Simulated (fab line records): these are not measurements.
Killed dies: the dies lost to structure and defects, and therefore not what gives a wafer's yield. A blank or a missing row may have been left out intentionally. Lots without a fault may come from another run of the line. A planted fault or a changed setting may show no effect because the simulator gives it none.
fab line records ; flow sky130
[record] lots = 12; wafers = 36; last_day = 50
route steps=708 shown CONTACT@420 METAL1@438 VIA1@482 METAL3@559 PAD_OPEN@708
lots with no fault: from the same line, run without faults
start_h: hours from the record's first day to the start of the lot's first wafer shown ; wait_h: how many hours have passed since the lot's step before this one ; " repeats the value in the row above ; L1.1+2: several wafers, shown together as one row ; - value missing, or start not given ; * or withheld: withheld ; < > ~ a bound
route shown NAME@n: a module of which the file shows steps, and the number in the route of the first ; usual: the fault-free wafers' mean and standard deviation ; same: alike in all rows ; chamber/n: place in a boat ; sites: per-site readings ; _std_site: the values' standard deviation ; _edge_site: outer sites' mean less inner sites' ; radius_mm: for every site, how far away it sits from the centre of the wafer ; mask NAME#n: copy n ; behind: the last tool/chamber to shape the wafer ; hold: why the lot went on hold/how many hours it stayed there/how the hold came to an end ; device: the transistor (n, p or np) that didn't switch ; end of line: tests run on the same wafers once the route is complete ; for a step that has no rows: nothing shown but its recipe ; killed: at the first sort, the dies lost to defects and structure; wafer yield is something else ; map: shows each die of a wafer: x if killed, . if not, _ if none is there
set.NAME: the setting that was run; set.NAME@STEP: the one run at that earlier step ; model.NAME: the simulator's own value behind a step, which no gauge read
a sample of lots followed through the steps of the route, with each step as a table and each wafer as a row
services: when a tool's chamber went out of use (start_h, in hours from the record's first day, below 0 if earlier), for how many hours, and the reason
[[steps]]
[step SKY_CONTACT_CD_MEAS_14]
[recipe] target_cd_nm = 170
[usual] cd_nm = 169.5/1.6
lot.wafer;tool;chamber;start_h;wait_h;cd_nm
L799.2;cd_sem-01;-;763.02;-;170.8
L799.3;cd_sem-01;-;763.02;-;168.4
L799.4;cd_sem-01;-;763.02;-;170.9
L800.1;cd_sem-01;-;767.34;-;168.0
L800.2;cd_sem-01;-;767.34;-;168.9
L800.3;cd_sem-01;-;767.34;-;170.0
L803.1;cd_sem-01;-;775.63;-;173.1
L803.2;cd_sem-01;-;775.63;-;172.9
L803.6;cd_sem-01;-;775.63;-;174.0
L808.3;cd_sem-01;-;807.22;-;168.0
L808.4;cd_sem-01;-;807.22;-;168.2
L808.5;cd_sem-01;-;807.22;-;167.1
L809.1;cd_sem-01;-;811.54;-;170.3
L809.5;cd_sem-01;-;811.54;-;170.5
L809.6;cd_sem-01;-;811.54;-;170.5
L810.1;cd_sem-02;-;819.99;-;171.0
L810.3;cd_sem-02;-;819.99;-;170.8
L810.4;cd_sem-02;-;819.99;-;169.7
L816.1;cd_sem-01;-;862.64;-;172.0
L816.2;cd_sem-01;-;862.64;-;172.0
L816.3;cd_sem-01;-;862.64;-;171.3
L818.1;cd_sem-02;-;878.59;-;168.2
L818.2;cd_sem-02;-;878.59;-;167.5
L818.5;cd_sem-02;-;878.59;-;167.9
L819.2;cd_sem-01;-;893.32;-;169.1
L819.3;cd_sem-01;-;893.32;-;167.4
L819.6;cd_sem-01;-;893.32;-;168.2
L820.1;cd_sem-02;-;912.55;-;168.6
L820.4;cd_sem-02;-;912.55;-;169.9
L820.6;cd_sem-02;-;912.55;-;170.3
L821.2;cd_sem-01;-;912.92;-;173.0
L821.4;cd_sem-01;-;912.92;-;171.6
L821.6;cd_sem-01;-;912.92;-;170.7
L822.2;cd_sem-02;-;915.55;-;169.8
L822.4;cd_sem-02;-;915.55;-;169.3
L822.5;cd_sem-02;-;915.55;-;168.6
[step SKY_METAL1_SPUTTER_04]
[recipe] material = TiN; target_thk_nm = 70; power_w = 6500; time_s = 58.3; chamber_pressure_pa = 0.4
[usual] throttle_valve_pct = 30.1/1.3
lot.wafer;tool;chamber;start_h;wait_h;throttle_valve_pct
L799.2;pvd_sputter-03;-;764.62;0.0;28.5
L799.3;pvd_sputter-03;-;764.62;0.0;29.3
L799.4;pvd_sputter-03;-;764.62;0.0;29.4
L800.1;pvd_sputter-02;-;769.00;0.0;31.3
L800.2;pvd_sputter-02;-;769.00;0.0;30.3
L800.3;pvd_sputter-02;-;769.00;0.0;27.7
L803.1;pvd_sputter-04;-;777.26;0.0;30.5
L803.2;pvd_sputter-04;-;777.26;0.0;32.2
L803.6;pvd_sputter-04;-;777.26;0.0;32.2
L808.3;pvd_sputter-04;-;808.85;0.0;30.5
L808.4;pvd_sputter-04;-;808.85;0.0;30.8
L808.5;pvd_sputter-04;-;808.85;0.0;28.5
L809.1;pvd_sputter-03;-;813.20;0.0;31.0
L809.5;pvd_sputter-03;-;813.20;0.0;29.6
L809.6;pvd_sputter-03;-;813.20;0.0;31.1
L810.1;pvd_sputter-04;-;821.61;0.0;31.4
L810.3;pvd_sputter-04;-;821.61;0.0;28.4
L810.4;pvd_sputter-04;-;821.61;0.0;30.7
L816.1;pvd_sputter-02;-;867.11;0.0;29.8
L816.2;pvd_sputter-02;-;867.11;0.0;30.4
L816.3;pvd_sputter-02;-;867.11;0.0;31.6
L818.1;pvd_sputter-02;-;880.39;0.0;29.9
L818.2;pvd_sputter-02;-;880.39;0.0;31.2
L818.5;pvd_sputter-02;-;880.39;0.0;30.5
L819.2;pvd_sputter-02;-;895.38;0.0;30.0
L819.3;pvd_sputter-02;-;895.38;0.0;30.5
L819.6;pvd_sputter-02;-;895.38;0.0;29.9
L820.1;pvd_sputter-04;-;914.24;0.0;32.0
L820.4;pvd_sputter-04;-;914.24;0.0;31.1
L820.6;pvd_sputter-04;-;914.24;0.0;32.1
L821.2;pvd_sputter-02;-;914.62;0.0;27.7
L821.4;pvd_sputter-02;-;914.62;0.0;31.4
L821.6;pvd_sputter-02;-;914.62;0.0;29.9
L822.2;pvd_sputter-04;-;917.20;0.0;30.5
L822.4;pvd_sputter-04;-;917.20;0.0;28.3
L822.5;pvd_sputter-04;-;917.20;0.0;30.6
[step SKY_VIA1_CMP_24]
[recipe] stop_on = SiO2; t_overpolish_s = 15; down_force_psi = 3.5; platen_rpm = 60; target_thk_nm = 0; pad_velocity_m_s = 0.94248
[usual] edge_zone_pressure_frac = 1.000/0.0049; motor_current_A = 11.1/1.2; overpolish_run_s = 15.000/0.0088; retaining_ring_pressure_frac = 1.000/0.005; time_to_endpoint_s = 66/3.1
[same] t_overpolish_s = 15
lot.wafer;tool;chamber;start_h;wait_h;edge_zone_pressure_frac;motor_current_A;overpolish_run_s;retaining_ring_pressure_frac;time_to_endpoint_s
L799.3;cmp-01;2;819.71;0.1;1.003;11.2;14.998;1.002;67
L799.4;cmp-01;3;819.71;0.1;0.999;9.8;15.000;0.998;67
L799.2;cmp-01;0;819.71;0.1;0.995;12.5;15.012;0.993;65
L800.1;cmp-02;1;824.67;0.1;0.999;12.3;14.995;1.005;65
L800.3;cmp-02;2;824.67;0.1;0.995;10.9;14.997;1.000;64
L800.2;cmp-02;3;824.67;0.1;1.001;11.5;15.001;0.997;71
L803.1;cmp-02;3;832.97;0.1;0.997;11.6;15.004;1.006;74
L803.2;cmp-02;2;832.97;0.1;1.004;11.8;14.990;0.997;69
L803.6;cmp-02;0;832.97;0.1;0.998;9.5;15.002;1.001;68
L808.4;cmp-01;2;867.37;3.4;1.008;11.2;14.995;0.999;64
L808.3;cmp-01;3;867.37;3.4;0.998;8.7;15.000;1.001;67
L808.5;cmp-01;1;867.37;3.4;1.002;11.1;14.981;1.007;62
L809.1;cmp-01;2;868.37;0.4;1.004;10.7;14.996;0.998;66
L809.6;cmp-01;3;868.37;0.4;1.005;8.7;15.008;0.998;66
L809.5;cmp-01;0;868.37;0.4;0.995;12.6;14.980;1.000;65
L810.4;cmp-01;1;876.35;0.1;0.989;10.9;14.994;0.994;58
L810.3;cmp-01;2;876.35;0.1;1.005;11.8;14.998;1.001;62
L810.1;cmp-01;3;876.35;0.1;1.008;9.1;15.013;1.007;64
L816.3;cmp-01;3;919.23;0.1;1.005;9.3;15.009;1.009;70
L816.1;cmp-01;0;919.23;0.1;1.000;13.1;14.998;0.997;67
L816.2;cmp-01;1;919.23;0.1;1.001;11.7;15.005;1.001;64
L818.2;cmp-02;0;932.61;0.0;0.995;9.9;15.003;0.994;62
L818.1;cmp-02;2;932.61;0.0;0.998;10.9;15.007;0.997;64
L818.5;cmp-02;1;932.61;0.0;0.995;12.8;14.991;1.013;62
L819.3;cmp-01;1;947.53;0.0;0.992;11.5;14.991;1.002;65
L819.2;cmp-01;3;947.53;0.0;0.999;9.1;15.009;0.997;65
L819.6;cmp-01;2;947.53;0.0;0.998;11.4;14.994;1.002;69
L820.4;cmp-02;0;966.04;0.1;1.001;9.8;14.991;0.992;65
L820.1;cmp-02;3;966.04;0.1;1.001;12.5;14.994;1.005;70
L820.6;cmp-02;1;966.04;0.1;1.000;11.9;14.985;1.004;66
L821.4;cmp-02;1;966.98;0.1;1.000;12.7;15.008;1.001;65
L821.2;cmp-02;2;966.98;0.1;1.009;11.5;14.999;0.992;65
L821.6;cmp-02;3;966.98;0.1;0.998;12.4;14.993;0.991;65
L822.4;cmp-01;0;968.90;0.2;0.997;12.3;15.004;1.008;66
L822.2;cmp-01;1;968.90;0.2;1.001;11.1;15.003;1.002;64
L822.5;cmp-01;2;968.90;0.2;1.004;10.7;14.999;0.996;68
[step SKY_METAL3_SOFTBAKE_09]
[recipe] temp_c = 100; time_s = 90; resist = KrF-thick
[usual] heater_power_total_W = 57.36/0.11; plate_temp_C = 100.02/0.15
lot.wafer;tool;chamber;start_h;wait_h;heater_power_total_W;plate_temp_C
L799.2;litho_track-03;0;913;-;57.38;100.09
L799.3;litho_track-03;0;913;-;57.24;99.95
L799.4;litho_track-03;0;913;-;57.25;100.05
L800.1;litho_track-02;0;917;-;57.32;100.00
L800.2;litho_track-02;0;917;-;57.34;100.12
L800.3;litho_track-02;0;917;-;57.18;99.92
L803.1;litho_track-03;0;926;-;57.40;100.11
L803.2;litho_track-03;0;926;-;57.17;100.23
L803.6;litho_track-03;0;926;-;57.41;100.03
L808.3;litho_track-02;0;958;-;57.31;99.91
L808.4;litho_track-02;0;958;-;57.39;99.91
L808.5;litho_track-02;0;958;-;57.46;99.67
L809.1;litho_track-03;0;959;-;59.63;103.19
L809.5;litho_track-03;0;959;-;59.65;103.19
L809.6;litho_track-03;0;959;-;59.66;103.07
L810.1;litho_track-03;0;966;-;59.88;102.84
L810.3;litho_track-03;0;966;-;59.70;103.03
L810.4;litho_track-03;0;966;-;59.60;102.97
L816.1;litho_track-02;0;1007;-;57.45;100.08
L816.2;litho_track-02;0;1007;-;57.56;100.07
L816.3;litho_track-02;0;1007;-;57.21;99.92
L818.1;litho_track-04;0;1019;-;57.28;100.11
L818.2;litho_track-04;0;1019;-;57.45;100.02
L818.5;litho_track-04;0;1020;-;57.28;99.95
L819.2;litho_track-04;0;1033;-;57.49;99.80
L819.3;litho_track-04;0;1033;-;57.47;100.10
L819.6;litho_track-04;0;1033;-;57.35;100.04
L820.1;litho_track-03;0;1050;-;57.46;100.18
L820.4;litho_track-03;0;1050;-;57.19;100.01
L820.6;litho_track-03;0;1051;-;57.42;99.89
L821.2;litho_track-03;0;1051;-;57.20;99.99
L821.4;litho_track-03;0;1051;-;57.31;100.07
L821.6;litho_track-03;0;1051;-;57.23;99.97
L822.2;litho_track-02;0;1053;-;57.29;100.08
L822.4;litho_track-02;0;1053;-;57.53;100.39
L822.5;litho_track-02;0;1053;-;57.53;100.15
[step SKY_PAD_OPEN_PROBE_99]
[usual] defect_limited_yield = 82.5/1.8; killed_at_M0_to_M3 = 44/7.1; killed_at_M4_up = 3.0/1.9; killed_at_contacts = 25/5.6; killed_at_front_end = 14/4.1; killed_at_other = 0.2/0.44; killed_dies = 86/9.1; killed_open = 47/7.4; killed_short = 39/5.7; sort_bin_3_pad_short = 0.9/0.37; sort_bin_5_function = 10.3/1.6; sort_bin_6_memory = 6.3/1.1; sort_n_pass = 406/9.1; sort_yield_pct = 82.5/1.8
[same] gross_dies = 492; killed_at_back_side = 0; sort_bin_4_leakage[%] = 0; sort_bin_8_speed[%] = 0
lot.wafer;tool;chamber;start_h;wait_h;defect_limited_yield[%];killed_at_M0_to_M3;killed_at_M4_up;killed_at_contacts;killed_at_front_end;killed_at_other;killed_dies;killed_open;killed_short;sort_bin_3_pad_short[%];sort_bin_5_function[%];sort_bin_6_memory[%];sort_n_pass;sort_yield_pct[%]
L808.3;prober-01;-;1127.21;0.2;83.5;38;4;27;12;0;81;41;36;0.6;9.8;6.1;411;83.5
L808.4;prober-01;-;1127.26;0.2;83.5;48;1;15;16;1;81;50;31;0.8;7.5;8.1;411;83.5
L808.5;prober-01;-;1127.31;0.2;84.3;37;3;27;10;0;77;48;29;0.8;9.8;5.1;415;84.3
L809.1;prober-02;-;1128.98;0.1;81.3;38;3;30;21;0;92;48;44;2.0;11.2;5.5;400;81.3
L809.5;prober-02;-;1129.18;0.2;80.7;43;8;31;13;0;95;50;45;0.8;12.4;6.1;397;80.7
L809.6;prober-02;-;1129.23;0.2;80.9;41;2;29;21;1;94;50;44;1.0;10.4;7.7;398;80.9
L810.1;prober-01;-;1140.12;0.1;82.5;50;5;19;12;0;86;45;41;1.0;10.2;6.3;406;82.5
L810.3;prober-01;-;1140.22;0.2;79.7;52;0;31;16;1;100;50;50;1.0;10.8;8.5;392;79.7
L810.4;prober-01;-;1140.27;0.2;81.7;36;7;29;18;0;90;48;42;1.8;10.6;5.9;402;81.7
L819.2;prober-01;-;1184.10;0.1;83.1;37;5;25;15;1;83;46;37;1.0;9.6;6.3;409;83.1
L819.3;prober-01;-;1184.15;0.2;79.5;57;2;27;14;1;101;63;38;0.4;13.2;6.9;391;79.5
L819.6;prober-01;-;1184.30;0.2;82.5;34;5;38;9;0;86;50;36;0.8;10.0;6.7;406;82.5
// killed by level:class
L808.3 LI_CONTACT:geometric_particle:open=9 VIA2:geometric_particle:open=8 CONTACT:geometric_particle:open=6 METAL1:geometric_particle:short=6 VIA1:geometric_particle:open=6 LOCAL_INTERCONNECT:geometric_particle:short=5 METAL2:geometric_particle:short=5 LI_CONTACT:geometric_particle:short=4
L808.4 VIA1:geometric_particle:open=11 VIA2:geometric_particle:open=8 VIA3:geometric_particle:open=8 CONTACT:geometric_particle:open=7 POLY_GATE:geometric_particle:open=5 LI_CONTACT:geometric_particle:open=5 METAL2:geometric_particle:short=5 FIELD_ISO:geometric_particle:open=3
L808.5 CONTACT:geometric_particle:open=10 VIA3:geometric_particle:open=10 LI_CONTACT:geometric_particle:open=7 VIA1:geometric_particle:open=5 VIA2:geometric_particle:open=5 FIELD_ISO:geometric_particle:short=4 LI_CONTACT:geometric_particle:short=4 METAL1:geometric_particle:short=4
L809.1 CONTACT:geometric_particle:open=11 LI_CONTACT:geometric_particle:open=10 METAL2:geometric_particle:short=8 VIA2:geometric_particle:open=8 POLY_GATE:geometric_particle:short=7 FIELD_ISO:geometric_particle:short=6 METAL1:geometric_particle:short=5 VIA1:geometric_particle:short=5
L809.5 CONTACT:geometric_particle:open=9 VIA3:geometric_particle:open=8 LI_CONTACT:geometric_particle:short=7 CONTACT:geometric_particle:short=7 FIELD_ISO:geometric_particle:short=6 METAL1:geometric_particle:short=6 VIA1:geometric_particle:open=6 VIA2:geometric_particle:open=5
L809.6 VIA1:geometric_particle:open=14 LI_CONTACT:geometric_particle:open=9 FIELD_ISO:geometric_particle:open=7 METAL1:geometric_particle:short=7 CONTACT:geometric_particle:open=6 LOCAL_INTERCONNECT:geometric_particle:short=5 POLY_GATE:geometric_particle:short=4 LI_CONTACT:geometric_particle:short=4
L810.1 VIA2:geometric_particle:open=11 VIA1:geometric_particle:open=8 LI_CONTACT:geometric_particle:open=7 CONTACT:geometric_particle:open=7 VIA1:geometric_particle:short=6 METAL2:geometric_particle:short=5 METAL3:geometric_particle:short=4 SPACER:geometric_particle:short=4
L810.3 VIA1:geometric_particle:open=13 METAL2:geometric_particle:short=11 CONTACT:geometric_particle:open=8 LI_CONTACT:geometric_particle:open=7 VIA3:geometric_particle:open=7 LOCAL_INTERCONNECT:geometric_particle:short=6 CONTACT:geometric_particle:short=5 FIELD_ISO:geometric_particle:short=4
L810.4 LI_CONTACT:geometric_particle:open=9 CONTACT:geometric_particle:open=8 FIELD_ISO:geometric_particle:open=7 VIA1:geometric_particle:open=7 POLY_GATE:geometric_particle:short=5 METAL2:geometric_particle:short=5 CONTACT:geometric_particle:short=5 VIA2:geometric_particle:short=5
L819.2 VIA3:geometric_particle:open=9 VIA2:geometric_particle:open=8 LI_CONTACT:geometric_particle:open=7 CONTACT:geometric_particle:open=7 FIELD_ISO:geometric_particle:short=6 VIA1:geometric_particle:short=5 FIELD_ISO:geometric_particle:open=4 LI_CONTACT:geometric_particle:short=4
L819.3 CONTACT:geometric_particle:open=14 VIA1:geometric_particle:open=11 VIA2:geometric_particle:open=11 LI_CONTACT:geometric_particle:open=7 METAL2:geometric_particle:short=6 VIA3:geometric_particle:open=6 VIA3:geometric_particle:short=5 FIELD_ISO:geometric_particle:short=4
L819.6 CONTACT:geometric_particle:open=16 VIA1:geometric_particle:open=12 CONTACT:geometric_particle:short=10 FIELD_ISO:geometric_particle:open=4 LOCAL_INTERCONNECT:geometric_particle:short=4 METAL2:geometric_particle:short=4 VIA2:geometric_particle:open=4 POLY_GATE:geometric_particle:short=3
[[services]]
tool;chamber;start_h;hours;kind
cmp-02;-;744.34;4.0;pm
pvd_sputter-04;-;771.44;3.4;repair
cmp-01;-;771.98;0.6;repair
cmp-02;-;783.56;4.6;pm
pvd_sputter-04;-;783.80;4.6;repair
cmp-01;-;787.74;0.5;repair
cmp-02;-;788.29;11.5;pm
pvd_sputter-04;-;814.13;1.9;repair
cmp-02;-;823.24;1.2;repair
pvd_sputter-03;-;846.57;15.1;repair
cmp-01;-;850.40;16.3;repair
pvd_sputter-03;-;854.84;0.6;repair
cmp-01;-;863.52;0.5;repair
cmp-02;-;863.59;28.5;repair
cmp-01;-;870.21;1.0;repair
pvd_sputter-04;-;880.64;1.4;repair
cmp-02;-;888.51;0.8;repair
cmp-01;-;892.12;3.5;pm
cmp-01;-;912.00;4.0;pm
pvd_sputter-03;-;918.33;2.0;repair
cmp-01;-;1018.53;2.2;repair
pvd_sputter-04;-;1019.67;1.4;repair
pvd_sputter-04;-;1024.70;1.5;repair
pvd_sputter-03;-;1047.86;0.5;repair
[[key]]
[first_sign] step = SKY_METAL3_SOFTBAKE_09; reading = heater_power_total_W; direction = up; sigmas = 21; usual = *; struck = *
[effect] step = SKY_METAL3_SOFTBAKE_09; reading = plate_temp_C; direction = up; sigmas = 21; usual = *; struck = *
met_at SKY_METAL3_SOFTBAKE_09
struck_lots L809,L810
not_acting_at SKY_CONTACT_CD_MEAS_14,SKY_METAL1_SPUTTER_04,SKY_VIA1_CMP_24
onset_between 926 959
[fault] kind = process_parameter_drift; tool = litho_track-03; chamber = -; onset_h = 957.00; steps = SKY_METAL3_SOFTBAKE_09; channel = temp_c; offset = *; shape = step; end_h = 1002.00; acts_in = *; stated = *
